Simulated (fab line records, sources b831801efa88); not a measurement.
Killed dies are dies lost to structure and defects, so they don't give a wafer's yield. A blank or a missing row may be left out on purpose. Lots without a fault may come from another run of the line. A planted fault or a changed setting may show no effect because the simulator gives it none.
fab line records | flow sky130
record lots=24 wafers=72 last_day=50
route steps=708 shown METAL3@533 CAPM@538 METAL4@630 METAL5@677
lots that met no fault: from a run of the same line without faults
start_h: hours from the record's first day to the start of the lot's first wafer shown | wait_h: hours since the lot's step before | " the same as in the row above | L1.1+2: a row that stands for several wafers | - no value, or no start given | * or withheld: withheld | < > ~ a bound
route shown NAME@n: a module of which the file shows steps, and the number in the route of the first | usual: mean/standard deviation of fault-free wafers | same: alike in all rows | chamber/n: place in a boat | sites: the reading at each site | _std_site: their standard deviation | _edge_site: outer sites' mean less inner sites' | radius_mm: how far each site lies from the wafer's centre | mask NAME#n: copy n | behind: the tool/chamber that last shaped the wafer | hold: why the lot was held/for how many hours/how that ended | device: the transistor (n, p or np) that didn't switch | end of line: the same wafers' tests at the end of the route | a step without rows: its recipe alone | killed: dies lost to structure and defects at the first sort, not the wafer's yield | map: a wafer's dies, x killed, . not, _ none there
set.NAME: the setting as run; set.NAME@STEP: as run at that earlier step | model.NAME: the simulator's own value behind a step, which no gauge read
steps of the route over a sample of lots; a table a step, a row a wafer
services: from which hour (start_h, from the record's first day; less than 0 if before it) a tool's chamber was out of use, for how many hours, and why
## steps
# step SKY_METAL3_SPUTTER_01
# recipe material=TiN target_thk_nm=20 power_w=6500 time_s=16.7 chamber_pressure_pa=0.4
# usual throttle_valve_pct=30.0/1
# columns lot.wafer tool chamber start_h wait_h throttle_valve_pct
L074.1 pvd_sputter-02 - 840.83 0.0 28.4
L074.2 " - " " 30.5
L074.6 " - " " 28.6
L075.2 pvd_sputter-01 - 855.70 0.0 30.2
L075.3 " - " " 30.8
L075.6 " - " " 30.2
L076.1 pvd_sputter-01 - 866.81 0.0 31.1
L076.2 " - " " 31.4
L076.5 " - " " 30.5
L077.2 pvd_sputter-02 - 870.59 0.0 30.3
L077.3 " - " " 30.1
L077.6 " - " " 30.0
L078.1 pvd_sputter-01 - 884.88 0.0 31.1
L078.3 " - " " 31.5
L078.4 " - " " 29.3
L080.3 pvd_sputter-02 - 889.86 0.0 30.3
L080.4 " - " " 28.0
L080.6 " - " " 28.2
L079.3 pvd_sputter-01 - 893.05 0.0 30.4
L079.4 " - " " 31.1
L079.6 " - " " 29.5
L081.3 pvd_sputter-01 - 902.84 0.0 31.1
L081.5 " - " " 30.2
L081.6 " - " " 31.2
L082.1 pvd_sputter-04 - 913.27 0.0 29.3
L082.3 " - " " 29.1
L082.4 " - " " 31.8
L083.2 pvd_sputter-02 - 922.76 0.0 28.2
L083.4 " - " " 30.3
L083.5 " - " " 30.3
L084.4 pvd_sputter-02 - 930.29 0.0 28.3
L084.5 " - " " 28.4
L084.6 " - " " 31.1
L085.1 pvd_sputter-04 - 937.22 0.0 29.5
L085.3 " - " " 31.8
L085.4 " - " " 29.2
L086.1 pvd_sputter-02 - 940.32 0.0 28.5
L086.3 " - " " 29.9
L086.6 " - " " 30.1
L088.1 pvd_sputter-04 - 952.87 0.0 31.7
L088.3 " - " " 29.5
L088.4 " - " " 29.2
L089.1 pvd_sputter-02 - 961.52 0.0 29.9
L089.2 " - " " 28.2
L089.6 " - " " 31.0
L090.2 pvd_sputter-04 - 961.87 0.0 29.5
L090.4 " - " " 31.4
L090.5 " - " " 29.2
L087.2 pvd_sputter-02 - 966.88 0.0 30.0
L087.4 " - " " 28.1
L087.5 " - " " 30.2
L091.2 pvd_sputter-02 - 969.77 0.0 28.4
L091.5 " - " " 28.3
L091.6 " - " " 30.9
L092.4 pvd_sputter-04 - 974.42 0.0 29.2
L092.5 " - " " 31.5
L092.6 " - " " 29.7
L093.1 pvd_sputter-02 - 983.33 0.0 30.3
L093.4 " - " " 28.3
L093.5 " - " " 28.2
L094.2 pvd_sputter-04 - 995.08 0.0 31.4
L094.3 " - " " 29.5
L094.5 " - " " 29.7
L095.4 pvd_sputter-02 - 995.08 0.0 30.4
L095.5 " - " " 31.1
L095.6 " - " " 30.4
L096.2 pvd_sputter-02 - 1003.11 0.0 30.3
L096.4 " - " " 30.2
L096.6 " - " " 28.4
L097.2 pvd_sputter-01 - 1007.50 0.0 30.9
L097.4 " - " " 30.3
L097.5 " - " " 30.9
# step SKY_CAPM_THK_MEAS_01
# recipe reads=SiO2_of_CAPM_CVD_00
# usual CAPM_CVD_00_THK=15.46/0.21
# columns lot.wafer tool chamber start_h wait_h CAPM_CVD_00_THK[nm]
L074.1 film_metro-04 - 840.98 - 15.39
L074.2 " - " " 15.29
L074.6 " - " " 15.67
L075.2 film_metro-02 - 855.86 - 15.26
L075.3 " - " " 15.39
L075.6 " - " " 15.65
L076.1 film_metro-04 - 866.97 - 15.25
L076.2 " - " " 15.22
L076.5 " - " " 15.32
L077.2 film_metro-04 - 870.75 - 15.19
L077.3 " - " " 15.31
L077.6 " - " " 15.43
L078.1 film_metro-01 - 885.03 - 15.02
L078.3 " - " " 15.10
L078.4 " - " " 15.31
L080.3 film_metro-02 - 890.03 - 15.35
L080.4 " - " " 15.67
L080.6 " - " " 15.69
L079.3 film_metro-02 - 893.22 - 15.54
L079.4 " - " " 15.95
L079.6 " - " " 15.91
L081.3 film_metro-04 - 903.02 - 15.25
L081.5 " - " " 15.39
L081.6 " - " " 15.25
L082.1 film_metro-04 - 913.42 - 15.79
L082.3 " - " " 15.45
L082.4 " - " " 15.70
L083.2 film_metro-04 - 922.93 - 15.39
L083.4 " - " " 15.53
L083.5 " - " " 16.00
L084.4 film_metro-01 - 930.48 - 15.70
L084.5 " - " " 15.78
L084.6 " - " " 15.78
L085.1 film_metro-02 - 937.38 - 15.40
L085.3 " - " " 15.44
L085.4 " - " " 15.71
L086.1 film_metro-04 - 940.48 - 15.36
L086.3 " - " " 15.78
L086.6 " - " " 15.93
L088.1 film_metro-04 - 953.03 - 15.54
L088.3 " - " " 15.57
L088.4 " - " " 15.82
L089.1 film_metro-01 - 961.67 - 15.57
L089.2 " - " " 15.33
L089.6 " - " " 15.74
L090.2 film_metro-01 - 962.04 - 14.88
L090.4 " - " " 15.41
L090.5 " - " " 15.64
L087.2 film_metro-01 - 967.04 - 15.35
L087.4 " - " " 15.36
L087.5 " - " " 15.44
L091.2 film_metro-02 - 969.93 - 15.23
L091.5 " - " " 15.32
L091.6 " - " " 15.32
L092.4 film_metro-04 - 974.61 - 15.72
L092.5 " - " " 15.45
L092.6 " - " " 15.51
L093.1 film_metro-01 - 983.50 - 15.62
L093.4 " - " " 15.51
L093.5 " - " " 15.84
L094.2 film_metro-01 - 995.24 - 15.46
L094.3 " - " " 15.48
L094.5 " - " " 15.69
L095.4 film_metro-04 - 995.27 - 15.57
L095.5 " - " " 15.52
L095.6 " - " " 15.57
L096.2 film_metro-02 - 1003.28 - 15.08
L096.4 " - " " 15.40
L096.6 " - " " 15.32
L097.2 film_metro-01 - 1007.67 - 15.46
L097.4 " - " " 15.64
L097.5 " - " " 15.66
# step SKY_CAPM_RS_MEAS_03
# recipe thk_meas_gauge=four-point-probe reads=TiN_of_CAPM_SPUTTER_02
# usual CAPM_TIN_RS=6.94/0.058
# columns lot.wafer tool chamber start_h wait_h CAPM_TIN_RS[ohm/sq]
L074.1 film_metro-02 - 841.15 0.1 6.92
L074.2 " - " " 6.93
L074.6 " - " " 6.98
L075.2 film_metro-04 - 856.04 0.1 6.94
L075.3 " - " " 6.97
L075.6 " - " " 6.97
L076.1 film_metro-01 - 867.14 0.1 7.00
L076.2 " - " " 7.05
L076.5 " - " " 7.04
L077.2 film_metro-02 - 870.93 0.1 6.89
L077.3 " - " " 6.88
L077.6 " - " " 6.88
L078.1 film_metro-01 - 885.20 0.1 6.88
L078.3 " - " " 6.91
L078.4 " - " " 6.93
L080.3 film_metro-01 - 890.22 0.1 6.87
L080.4 " - " " 6.84
L080.6 " - " " 6.90
L079.3 film_metro-01 - 893.41 0.1 7.00
L079.4 " - " " 6.91
L079.6 " - " " 6.98
L081.3 film_metro-01 - 903.21 0.1 6.93
L081.5 " - " " 6.92
L081.6 " - " " 6.83
L082.1 film_metro-01 - 913.59 0.1 7.02
L082.3 " - " " 6.91
L082.4 " - " " 6.96
L083.2 film_metro-01 - 923.11 0.1 6.87
L083.4 " - " " 6.96
L083.5 " - " " 6.86
L084.4 film_metro-02 - 930.68 0.1 6.98
L084.5 " - " " 6.98
L084.6 " - " " 7.00
L085.1 film_metro-02 - 937.55 0.1 7.02
L085.3 " - " " 6.99
L085.4 " - " " 7.01
L086.1 film_metro-02 - 940.65 0.1 7.02
L086.3 " - " " 6.96
L086.6 " - " " 6.95
L088.1 film_metro-01 - 953.20 0.1 6.89
L088.3 " - " " 6.98
L088.4 " - " " 6.99
L089.1 film_metro-02 - 961.84 0.1 6.91
L089.2 " - " " 6.85
L089.6 " - " " 6.88
L090.2 film_metro-04 - 962.22 0.1 7.06
L090.4 " - " " 7.02
L090.5 " - " " 7.04
L087.2 film_metro-04 - 967.22 0.1 6.98
L087.4 " - " " 7.00
L087.5 " - " " 6.99
L091.2 film_metro-01 - 970.11 0.1 6.87
L091.5 " - " " 6.81
L091.6 " - " " 6.85
L092.4 film_metro-01 - 974.81 0.1 7.02
L092.5 " - " " 7.01
L092.6 " - " " 7.01
L093.1 film_metro-02 - 983.67 0.1 6.88
L093.4 " - " " 6.90
L093.5 " - " " 6.89
L094.2 film_metro-01 - 995.42 0.1 6.91
L094.3 " - " " 6.90
L094.5 " - " " 6.92
L095.4 film_metro-04 - 995.47 0.1 6.92
L095.5 " - " " 6.90
L095.6 " - " " 6.91
L096.2 film_metro-01 - 1003.46 0.1 6.98
L096.4 " - " " 7.00
L096.6 " - " " 7.00
L097.2 film_metro-02 - 1007.85 0.1 6.90
L097.4 " - " " 6.95
L097.5 " - " " 6.92
# step SKY_CAPM_THK_MEAS_04
# recipe thk_meas_gauge=xrf reads=TiN_of_CAPM_SPUTTER_02
# usual CAPM_TIN_THK=197.9/2.1
# columns lot.wafer tool chamber start_h wait_h CAPM_TIN_THK[nm]
L074.1 film_metro-02 - 841.27 0.1 197.6
L074.2 " - " " 197.0
L074.6 " - " " 196.1
L075.2 film_metro-04 - 856.15 0.1 196.2
L075.3 " - " " 195.1
L075.6 " - " " 195.6
L076.1 film_metro-01 - 867.26 0.1 196.2
L076.2 " - " " 194.6
L076.5 " - " " 195.9
L077.2 film_metro-02 - 871.04 0.1 200.2
L077.3 " - " " 199.7
L077.6 " - " " 200.5
L078.1 film_metro-01 - 885.32 0.1 199.5
L078.3 " - " " 199.9
L078.4 " - " " 198.6
L080.3 film_metro-01 - 890.32 0.1 201.0
L080.4 " - " " 202.4
L080.6 " - " " 200.8
L079.3 film_metro-01 - 893.51 0.1 197.4
L079.4 " - " " 199.3
L079.6 " - " " 197.2
L081.3 film_metro-01 - 903.31 0.1 198.5
L081.5 " - " " 200.0
L081.6 " - " " 202.5
L082.1 film_metro-01 - 913.71 0.1 195.8
L082.3 " - " " 198.1
L082.4 " - " " 197.1
L083.2 film_metro-01 - 923.22 0.1 200.1
L083.4 " - " " 198.5
L083.5 " - " " 200.9
L084.4 film_metro-02 - 930.77 0.1 196.3
L084.5 " - " " 195.6
L084.6 " - " " 195.8
L085.1 film_metro-02 - 937.67 0.1 196.6
L085.3 " - " " 196.7
L085.4 " - " " 195.9
L086.1 film_metro-02 - 940.77 0.1 195.3
L086.3 " - " " 197.5
L086.6 " - " " 197.4
L088.1 film_metro-01 - 953.32 0.1 199.8
L088.3 " - " " 196.2
L088.4 " - " " 196.1
L089.1 film_metro-02 - 961.96 0.1 198.2
L089.2 " - " " 199.2
L089.6 " - " " 200.1
L090.2 film_metro-04 - 962.33 0.1 192.5
L090.4 " - " " 193.7
L090.5 " - " " 193.6
L087.2 film_metro-04 - 967.33 0.1 195.9
L087.4 " - " " 194.7
L087.5 " - " " 194.2
L091.2 film_metro-01 - 970.22 0.1 200.3
L091.5 " - " " 203.3
L091.6 " - " " 201.2
L092.4 film_metro-01 - 974.90 0.1 197.3
L092.5 " - " " 197.4
L092.6 " - " " 196.9
L093.1 film_metro-02 - 983.79 0.1 199.5
L093.4 " - " " 198.0
L093.5 " - " " 198.9
L094.2 film_metro-01 - 995.53 0.1 199.4
L094.3 " - " " 199.9
L094.5 " - " " 199.6
L095.4 film_metro-04 - 995.56 0.1 196.4
L095.5 " - " " 197.4
L095.6 " - " " 197.2
L096.2 film_metro-01 - 1003.57 0.1 197.6
L096.4 " - " " 196.5
L096.6 " - " " 197.2
L097.2 film_metro-02 - 1007.96 0.1 198.2
L097.4 " - " " 197.6
L097.5 " - " " 197.5
# step SKY_METAL4_OVL_MEAS_14
# usual METAL4_OVL=-1/4.8
# columns lot.wafer tool chamber start_h wait_h METAL4_OVL[nm]
L074.1 overlay-02 - 971.30 0.1 -1
L074.2 " - " " -6
L074.6 " - " " -11
L075.2 overlay-02 - 984.60 0.1 9
L075.3 " - " " 3
L075.6 " - " " 9
L076.1 overlay-02 - 996.15 0.1 -2
L076.2 " - " " -9
L076.5 " - " " -1
L077.2 overlay-02 - 997.91 0.1 6
L077.3 " - " " 9
L077.6 " - " " 9
L078.1 overlay-01 - 1010.65 0.1 -3
L078.3 " - " " 3
L078.4 " - " " 1
L080.3 overlay-02 - 1014.61 0.1 -1
L080.4 " - " " 0
L080.6 " - " " 0
L079.3 overlay-01 - 1019.51 0.1 2
L079.4 " - " " -2
L079.6 " - " " -2
L081.3 overlay-01 - 1026.00 0.1 -5
L081.5 " - " " -8
L081.6 " - " " -5
L082.1 overlay-02 - 1035.94 0.1 3
L082.3 " - " " -5
L082.4 " - " " 0
L083.2 overlay-02 - 1045.10 0.1 -2
L083.4 " - " " -2
L083.5 " - " " 1
L084.4 overlay-01 - 1052.66 0.1 4
L084.5 " - " " 8
L084.6 " - " " 5
L085.1 overlay-01 - 1057.14 0.1 2
L085.3 " - " " -7
L085.4 " - " " -4
L086.1 overlay-02 - 1058.60 0.1 -4
L086.3 " - " " -3
L086.6 " - " " -7
L088.1 overlay-02 - 1070.80 0.1 -2
L088.3 " - " " -6
L088.4 " - " " -8
L089.1 overlay-02 - 1079.14 0.1 0
L089.2 " - " " 1
L089.6 " - " " -10
L090.2 overlay-01 - 1079.50 0.1 12
L090.4 " - " " 1
L090.5 " - " " 7
L087.2 overlay-01 - 1084.15 0.1 1
L087.4 " - " " 3
L087.5 " - " " -1
L091.2 overlay-02 - 1086.16 0.1 -3
L091.5 " - " " 2
L091.6 " - " " -3
L092.4 overlay-01 - 1090.07 0.1 -7
L092.5 " - " " -2
L092.6 " - " " -6
L093.1 overlay-02 - 1099.20 0.1 -5
L093.4 " - " " 0
L093.5 " - " " -6
L094.2 overlay-02 - 1107.90 0.1 1
L094.3 " - " " -5
L094.5 " - " " -3
L095.4 overlay-02 - 1108.32 0.1 5
L095.5 " - " " 1
L095.6 " - " " 7
L096.2 overlay-02 - 1114.65 0.1 -2
L096.4 " - " " -7
L096.6 " - " " -6
L097.2 overlay-02 - 1118.80 0.1 0
L097.4 " - " " -5
L097.5 " - " " 0
# step SKY_METAL5_STRIP_16
# recipe chemistry=O2/N2 power_w=1400 pressure_mtorr=1500 platen_temp_c=withheld o2_flow_sccm=3000 n2_flow_sccm=300 overash_fraction=0.5
# usual drypump_motor_current_A=5.7/0.36 oes_product_au=0.710/0.0045 strip_time_to_endpoint_s=13.09/0.098
# same overash_fraction=0.5
# columns lot.wafer tool chamber start_h wait_h drypump_motor_current_A oes_product_au rf_hours_counter_h strip_time_to_endpoint_s
L074.1 plasma_asher-03 1 1020.71 0.4 5.8 0.708 118 13.09
L074.2 " 0 " " 4.9 0.711 118 13.05
L074.6 " 0 " " 4.9 0.706 - 13.02
L075.2 plasma_asher-02 1 1032.44 0.2 5.8 0.717 94 13.06
L075.3 " 1 " " 5.8 0.716 - 13.14
L075.6 " 1 " " 5.8 0.714 - 13.07
L076.1 plasma_asher-03 1 1044.74 0.2 5.8 0.709 120 13.12
L076.2 " 0 " " 4.9 0.712 120 12.94
L076.5 " 0 " " 4.9 0.714 - 12.99
L077.2 plasma_asher-01 1 1045.60 0.2 5.9 0.714 30 13.08
L077.3 " 0 " " 5.9 0.715 - 13.22
L077.6 " 1 " " 5.9 0.709 - 12.93
L078.1 plasma_asher-02 1 1057.80 0.2 5.8 0.712 97 13.12
L078.3 " 0 " " 5.7 0.707 - 13.19
L078.4 " 1 " " 5.8 0.717 - 13.12
L080.3 plasma_asher-02 1 1062.47 0.1 5.8 0.717 - 13.22
L080.4 " 0 " " 5.7 0.710 - 13.22
L080.6 " 1 " " 5.8 0.704 - 13.13
L079.3 plasma_asher-03 0 1066.37 0.1 4.9 0.713 - 12.84
L079.4 " 1 " " 5.8 0.711 - 12.97
L079.6 " 1 " " 5.8 0.717 - 13.09
L081.3 plasma_asher-02 1 1072.73 0.1 5.8 0.712 - 13.03
L081.5 " 0 " " 5.7 0.707 - 13.11
L081.6 " 1 " " 5.8 0.704 - 13.07
L082.1 plasma_asher-01 1 1081.15 0.2 6.0 0.717 34 13.00
L082.3 " 1 " " 5.9 0.710 - 13.12
L082.4 " 0 " " 5.9 0.713 - 13.07
L083.2 plasma_asher-03 1 1090.50 0.2 5.8 0.702 3 13.09
L083.4 " 1 " " 5.8 0.704 - 13.12
L083.5 " 0 " " 4.9 0.708 - 13.02
L084.4 plasma_asher-01 0 1096.97 0.1 5.8 0.709 - 12.82
L084.5 " 1 " " 5.9 0.716 - 12.91
L084.6 " 0 " " 5.8 0.716 - 12.90
L085.1 plasma_asher-02 1 1102.35 0.2 5.8 0.714 101 13.10
L085.3 " 1 " " 5.8 0.714 - 13.07
L085.4 " 0 " " 5.8 0.720 - 13.17
L086.1 plasma_asher-01 0 1103.14 0.2 5.9 0.710 36 13.12
L086.3 " 0 " " 5.9 0.711 - 13.07
L086.6 " 0 " " 5.9 0.697 - 13.12
L088.1 plasma_asher-02 1 1114.90 0.2 5.8 0.710 102 13.18
L088.3 " 0 " " 5.7 0.710 - 13.21
L088.4 " 1 " " 5.8 0.707 - 13.07
L089.1 plasma_asher-01 1 1122.65 0.2 5.9 0.710 38 13.05
L089.2 " 0 " " 5.9 0.709 38 13.01
L089.6 " 1 " " 5.9 0.708 - 13.14
L090.2 plasma_asher-03 0 1122.79 0.2 4.9 0.708 5 13.09
L090.4 " 1 " " 5.8 0.709 - 13.12
L090.5 " 1 " " 5.8 0.706 - 13.09
L087.2 plasma_asher-01 0 1127.65 0.2 5.9 0.708 39 13.13
L087.4 " 0 " " 5.9 0.713 - 13.13
L087.5 " 0 " " 5.8 0.718 - 12.97
L091.2 plasma_asher-01 0 1130.14 0.2 5.9 0.712 39 13.23
L091.5 " 0 " " 5.9 0.709 - 13.29
L091.6 " 1 " " 5.9 0.712 - 13.27
L092.4 plasma_asher-02 1 1133.18 0.1 5.8 0.712 - 13.22
L092.5 " 1 " " 5.8 0.717 - 13.08
L092.6 " 0 " " 5.7 0.709 - 13.03
L093.1 plasma_asher-01 0 1141.24 0.2 5.8 0.706 40 13.09
L093.4 " 0 " " 5.8 0.722 - 12.96
L093.5 " 0 " " 5.9 0.708 - 13.11
L094.2 plasma_asher-03 1 1149.79 0.2 5.8 0.708 8 13.22
L094.3 " 1 " " 5.8 0.711 - 13.06
L094.5 " 0 " " 4.9 0.710 - 13.16
L095.4 plasma_asher-03 0 1150.28 0.1 4.9 0.711 - 13.15
L095.5 " 1 " " 5.8 0.712 - 13.12
L095.6 " 0 " " 4.9 0.712 - 13.27
L096.2 plasma_asher-01 1 1154.54 0.2 5.9 0.721 42 13.16
L096.4 " 0 " " 5.8 0.710 - 13.23
L096.6 " 0 " " 5.8 0.709 - 13.21
L097.2 plasma_asher-03 1 1158.54 0.2 5.8 0.715 9 13.12
L097.4 " 1 " " 5.8 0.711 - 13.06
L097.5 " 1 " " 5.8 0.705 - 13.10
## services
# columns tool chamber start_h hours kind
pvd_sputter-04 - 823.10 12.2 repair
pvd_sputter-01 - 910.95 37.5 repair
plasma_asher-02 - 916.68 2.8 pm
plasma_asher-01 - 918.05 0.6 repair
pvd_sputter-04 - 925.88 7.3 repair
pvd_sputter-02 - 945.25 1.4 repair
pvd_sputter-01 - 951.27 4.6 repair
pvd_sputter-02 3 951.99 - consumable_replace:kit
pvd_sputter-02 3 951.99 18.0 scheduled_down
pvd_sputter-02 3 951.99 18.0 vent_cycle
pvd_sputter-02 - 954.11 7.1 repair
pvd_sputter-04 - 1010.93 0.6 repair
pvd_sputter-01 - 1011.51 0.9 repair
pvd_sputter-01 - 1013.53 1.3 repair
plasma_asher-01 - 1020.73 2.8 pm
plasma_asher-03 - 1055.25 9.0 pm
pvd_sputter-02 2 1056.04 - consumable_replace:kit
plasma_asher-01 - 1070.76 2.4 repair
plasma_asher-03 - 1100.52 0.3 repair
pvd_sputter-04 - 1146.58 8.8 repair
pvd_sputter-01 - 1148.77 3.7 repair
plasma_asher-02 - 1148.97 9.8 repair
pvd_sputter-02 - 1157.08 1.7 repair
plasma_asher-01 - 1158.46 0.6 repair
## key
fault none
